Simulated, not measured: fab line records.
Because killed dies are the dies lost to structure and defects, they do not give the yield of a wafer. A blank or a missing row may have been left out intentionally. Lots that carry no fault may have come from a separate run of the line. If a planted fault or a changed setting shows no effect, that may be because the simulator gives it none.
Tool commonality check | flow gf180mcu | Sampled: 13 lots, 39 wafers

REASON FOR OPENING
At GF_HV_LDD_TW_MEAS_23 the reading HV_LDD_2_TW is flagged on 2 of 13 lots. No-fault wafers: 1059, standard deviation 12.
Rule: flag the lot when none of its wafers has a number, or when each of its wafers that has one lies beyond 4 standard deviations from that mean. All remaining lots are regarded as sound.

lot  | measured     | on           | HV_LDD_2_TW, wafer by wafer | flag
L310 | day 10 16:22 | filmMetro-04 | 1031 1035 1028              | 
L311 | day 11 03:29 | filmMetro-04 | 1041 1044 1039              | 
L314 | day 12 00:41 | filmMetro-01 | 1077 1073 1077              | 
L315 | day 12 12:50 | filmMetro-04 | 1052 1043 1050              | 
L318 | day 13 08:54 | filmMetro-01 | 1071 1071 1074              | 
L319 | day 13 16:42 | filmMetro-04 | 1051 1052 1053              | 
L320 | day 13 23:14 | filmMetro-01 | 1075 1074 1077              | 
L322 | day 14 17:02 | filmMetro-04 | 1057 1049 1056              | 
L324 | day 15 06:57 | filmMetro-02 | 1068 1058 1065              | 
L328 | day 16 16:17 | filmMetro-02 | 1114 1119 1124              | FLAGGED
L329 | day 17 03:44 | filmMetro-04 | 1113 1123 1117              | FLAGGED
L330 | day 17 04:02 | filmMetro-02 | 1064 1066 1059              | 
L333 | day 18 05:03 | filmMetro-04 | 1057 1055 1058              | 
Average over the flagged lots: 1118; offset from the usual +59, equal to +5 standard deviations.

TOOL THAT RAN EACH LOT
Before the reading, the record contains 2 process steps out of a 602-step route. In each cell: the tool, then ch and the chambers that the sampled wafers went through, then the start.
lot  | flag    | GF_VT_IMPLANT_STRIP_31              | GF_HV_LDD_IMPLANT_21
L310 |         | plasmaAsher-03 ch 0,1, day 6 20:29  | implanter-02 ch 0, day 10 16:08
L311 |         | plasmaAsher-03 ch 0,1, day 7 04:34  | implanter-03 ch 0, day 11 03:16
L314 |         | plasmaAsher-03 ch 0,1, day 7 23:20  | implanter-03 ch 0, day 12 00:26
L315 |         | plasmaAsher-03 ch 0,1, day 8 05:27  | implanter-03 ch 0, day 12 12:26
L318 |         | plasmaAsher-01 ch 0,1, day 9 01:44  | implanter-02 ch 0, day 13 08:40
L319 |         | plasmaAsher-01 ch 0,1, day 9 07:31  | implanter-02 ch 0, day 13 16:27
L320 |         | plasmaAsher-04 ch 0,1, day 9 16:23  | implanter-03 ch 0, day 13 22:59
L322 |         | plasmaAsher-04 ch 1, day 10 04:48   | implanter-03 ch 0, day 14 16:47
L324 |         | plasmaAsher-04 ch 0,1, day 10 18:48 | implanter-03 ch 0, day 15 06:42
L328 | FLAGGED | plasmaAsher-01 ch 0,1, day 11 21:27 | implanter-03 ch 0, day 16 16:03
L329 | FLAGGED | plasmaAsher-01 ch 0,1, day 12 09:16 | implanter-03 ch 0, day 17 03:29
L330 |         | plasmaAsher-04 ch 0,1, day 12 09:24 | implanter-02 ch 0, day 17 03:47
L333 |         | plasmaAsher-03 ch 1, day 13 07:44   | implanter-01 ch 0, day 18 04:49
These steps, and what they do:
- GF_VT_IMPLANT_STRIP_31: strips in O2/N2.
- GF_HV_LDD_IMPLANT_21
- GF_HV_LDD_TW_MEAS_23

FLAGGED AGAINST TOTAL, ONE TOOL AT A TIME (gauges that did the reading follow at the end)
step                   | tool           | lots run | flagged | share of the flagged lots | sound lots run after its first flagged lot
GF_VT_IMPLANT_STRIP_31 | plasmaAsher-01 | 4        | 2       | all                       | 0
GF_VT_IMPLANT_STRIP_31 | plasmaAsher-03 | 5        | 0       | none                      | -
GF_VT_IMPLANT_STRIP_31 | plasmaAsher-04 | 4        | 0       | none                      | -
GF_HV_LDD_IMPLANT_21   | implanter-01   | 1        | 0       | none                      | -
GF_HV_LDD_IMPLANT_21   | implanter-02   | 4        | 0       | none                      | -
GF_HV_LDD_IMPLANT_21   | implanter-03   | 8        | 2       | all                       | 0
GF_HV_LDD_TW_MEAS_23   | filmMetro-01   | 3        | 0       | none                      | -
GF_HV_LDD_TW_MEAS_23   | filmMetro-02   | 3        | 1       | some                      | 1 (L330)
GF_HV_LDD_TW_MEAS_23   | filmMetro-04   | 7        | 1       | some                      | 1 (L333)

THE TABLE: WHAT IT ALLOWS
2 rows of the table ran every flagged lot: plasmaAsher-01 at GF_VT_IMPLANT_STRIP_31, implanter-03 at GF_HV_LDD_IMPLANT_21.
- plasmaAsher-01 at GF_VT_IMPLANT_STRIP_31 ran 4 lots, 2 of them flagged. A fault beginning between L319 (day 9 07:31), its last sound lot, and L328 (day 11 21:27), its first flagged one, fits the data.
- implanter-03 at GF_HV_LDD_IMPLANT_21 ran 8 lots, 2 of them flagged. A fault beginning between L324 (day 15 06:42), its last sound lot, and L328 (day 16 16:03), its first flagged one, fits the data. Its own readings lie more than 4 standard deviations out on every wafer of the flagged lots: doseIonsCm2, faradayCurrentUA.
A lot count leaves these 2 tools indistinguishable: every one of them fits a fault beginning at some hour. More lots, or a look at what each step does to the wafer, might.

WHAT THE SIMULATOR HAD INSERTED
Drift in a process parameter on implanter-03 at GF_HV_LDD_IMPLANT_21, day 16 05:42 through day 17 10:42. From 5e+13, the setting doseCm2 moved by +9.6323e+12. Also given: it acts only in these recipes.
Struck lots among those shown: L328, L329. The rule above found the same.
